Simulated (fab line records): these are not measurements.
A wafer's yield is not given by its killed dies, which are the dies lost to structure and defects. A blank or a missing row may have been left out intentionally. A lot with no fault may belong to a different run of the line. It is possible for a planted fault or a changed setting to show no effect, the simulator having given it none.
Matching of chambers + flow gf180mcu + 4 sister chambers for GF_V2_CMP_04 on cmp-02
The step polishes SiO2. 22 wafers are shown with their chamber, then 11 later ones without.

WAFERS, EACH WITH ITS CHAMBER
| wafer  | chamber | motor_current_A (A) | retaining_ring_pressure_frac | platen_rpm (rpm) |
|--------|---------|---------------------|------------------------------|------------------|
| L075.1 | 3       | 12.9                | 0.995                        | 60.01            |
| L075.2 | 1       | 9.9                 | 0.992                        | 59.95            |
| L075.3 | 0       | 12.4                | 0.995                        | 59.95            |
| L077.1 | 2       | 12.2                | 0.994                        | 60.00            |
| L077.3 | 3       | 12.2                | 1.006                        | 60.01            |
| L077.4 | 0       | 12.8                | 1.003                        | 60.05            |
| L078.1 | 2       | 12.3                | 0.990                        | 60.00            |
| L078.4 | 0       | 12.4                | 0.995                        | 60.03            |
| L078.6 | 2       | 12.7                | 1.000                        | 59.95            |
| L079.4 | 1       | 9.8                 | 0.996                        | 60.02            |
| L079.5 | 1       | 9.7                 | 0.997                        | 59.94            |
| L079.6 | 0       | 13.1                | 0.997                        | 60.04            |
| L080.1 | 0       | 13.7                | 1.003                        | 59.97            |
| L080.2 | 2       | 12.4                | 1.007                        | 60.05            |
| L080.6 | 2       | 11.9                | 1.004                        | 60.04            |
| L081.2 | 3       | 12.9                | 1.011                        | 60.01            |
| L081.5 | 2       | 12.0                | 1.006                        | 60.01            |
| L081.6 | 3       | 12.9                | 1.007                        | 60.09            |
| L082.1 | 2       | 12.4                | 1.002                        | 60.00            |
| L082.3 | 0       | 13.1                | 0.997                        | 59.99            |
| L082.5 | 3       | 12.7                | 1.009                        | 59.95            |
| L086.1 | 2       | 12.9                | 0.995                        | 59.96            |

SIGNATURES (averages over the wafers above)
| reading                      | chamber 0 | chamber 1 | chamber 2 | chamber 3 | scatter within a chamber |
|------------------------------|-----------|-----------|-----------|-----------|--------------------------|
| motor_current_A              | 12.917    | 9.800     | 12.350    | 12.720    | 0.365                    |
| retaining_ring_pressure_frac | 0.99833   | 0.99500   | 0.99975   | 1.00560   | 0.00529                  |
| platen_rpm                   | 60.0050   | 59.9700   | 60.0012   | 60.0140   | 0.0411                   |
Rule: for each reading, subtract the chamber's mean from the wafer's reading, divide by that reading's scatter and square the result; add these up over the readings and take the root, which gives the wafer's distance from the chamber. The wafer belongs to the nearest chamber; if the next one is less than 2 further off, it can't be placed. The scatter: take each reading less its chamber's mean, square it, sum over the shown wafers, divide by the number of wafers less the number of chambers, and take the root.

WAFERS WITH NO CHAMBER GIVEN
| wafer  | motor_current_A (A) | retaining_ring_pressure_frac | platen_rpm (rpm) |
|--------|---------------------|------------------------------|------------------|
| L086.2 | 13.8                | 1.000                        | 60.04            |
| L086.5 | 13.1                | 1.000                        | 60.00            |
| L087.1 | 12.7                | 1.000                        | 60.03            |
| L087.3 | 11.9                | 1.003                        | 59.98            |
| L087.6 | 9.6                 | 0.996                        | 60.07            |
| L092.1 | 13.1                | 1.002                        | 60.00            |
| L092.5 | 10.1                | 0.992                        | 60.02            |
| L092.6 | 13.3                | 1.006                        | 60.01            |
| L094.1 | 9.9                 | 1.006                        | 60.01            |
| L094.3 | 13.0                | 1.007                        | 59.96            |
| L094.5 | 13.2                | 0.996                        | 60.12            |

THE CHAMBER EACH PASSED THROUGH
| wafer  | from the rows above          | in truth |
|--------|------------------------------|----------|
| L086.2 | can't be placed: 0 or 3 or 2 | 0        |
| L086.5 | can't be placed: 0 or 3 or 2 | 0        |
| L087.1 | can't be placed: 0 or 3 or 2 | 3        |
| L087.3 | can't be placed: 2 or 3 or 0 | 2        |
| L087.6 | 1                            | 1        |
| L092.1 | can't be placed: 0 or 3 or 2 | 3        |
| L092.5 | 1                            | 1        |
| L092.6 | can't be placed: 3 or 0 or 2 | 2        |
| L094.1 | 1                            | 1        |
| L094.3 | can't be placed: 3 or 0 or 2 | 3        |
| L094.5 | can't be placed: 0 or 3 or 2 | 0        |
Placed correctly: 3 of 11. These rows do not allow placing 8 (true chamber among the candidates in 8). Wrongly placed: 0.
